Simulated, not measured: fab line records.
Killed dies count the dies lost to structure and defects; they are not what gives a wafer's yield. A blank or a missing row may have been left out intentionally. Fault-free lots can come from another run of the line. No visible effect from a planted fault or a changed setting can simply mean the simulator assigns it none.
Matching of chambers || flow gf180mcu || pecvd-04 running GF_V2_CVD_02: 3 sister chambers
The step deposits SiO2 from TEOS, target thk 850 nm, time 94.851 s. 3 wafers are shown with their chamber, then 10 later ones without.

== WAFERS WITH THEIR CHAMBER ==
{"wafer": "L087.6", "chamber": 2, "heater_power_outer_w (W)": 292}
{"wafer": "L089.1", "chamber": 0, "heater_power_outer_w (W)": 324}
{"wafer": "L089.3", "chamber": 1, "heater_power_outer_w (W)": 407}

== WAFERS WITHOUT THEIR CHAMBER ==
{"wafer": "L089.4", "heater_power_outer_w (W)": 433}
{"wafer": "L092.1", "heater_power_outer_w (W)": 249}
{"wafer": "L092.2", "heater_power_outer_w (W)": 292}
{"wafer": "L092.3", "heater_power_outer_w (W)": 436}
{"wafer": "L093.1", "heater_power_outer_w (W)": 293}
{"wafer": "L093.3", "heater_power_outer_w (W)": 335}
{"wafer": "L093.6", "heater_power_outer_w (W)": 460}
{"wafer": "L096.2", "heater_power_outer_w (W)": 322}
{"wafer": "L096.4", "heater_power_outer_w (W)": 324}
{"wafer": "L096.5", "heater_power_outer_w (W)": 312}

== WHICH CHAMBER EACH ONE RAN IN ==
{"wafer": "L089.4", "from the rows above": 1, "in truth": 1}
{"wafer": "L092.1", "from the rows above": "can't be placed: 2 or 0", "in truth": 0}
{"wafer": "L092.2", "from the rows above": "can't be placed: 2 or 0", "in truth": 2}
{"wafer": "L092.3", "from the rows above": 1, "in truth": 1}
{"wafer": "L093.1", "from the rows above": "can't be placed: 2 or 0", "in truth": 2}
{"wafer": "L093.3", "from the rows above": "can't be placed: 0 or 2", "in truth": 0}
{"wafer": "L093.6", "from the rows above": 1, "in truth": 1}
{"wafer": "L096.2", "from the rows above": "can't be placed: 0 or 2", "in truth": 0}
{"wafer": "L096.4", "from the rows above": "can't be placed: 0 or 2", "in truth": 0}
{"wafer": "L096.5", "from the rows above": "can't be placed: 0 or 2", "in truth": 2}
Correct placement for 3 of the 10. These rows do not allow placing 7 (true chamber among the candidates in 7). Number placed wrongly: 0.
How it was worked out, from the rows above alone: a wafer's distance from a chamber is the root of the sum, over the readings, of the square of ((its reading less the chamber's mean) divided by the reading's scatter). The wafer belongs to the nearest chamber; if the next one is less than 2 further off, it can't be placed. For every chamber, the mean is computed from those of its wafers that are shown. The scatter: with one shown wafer a chamber, the root of the mean of the squares of how far each hidden wafer lies from its nearest shown one.
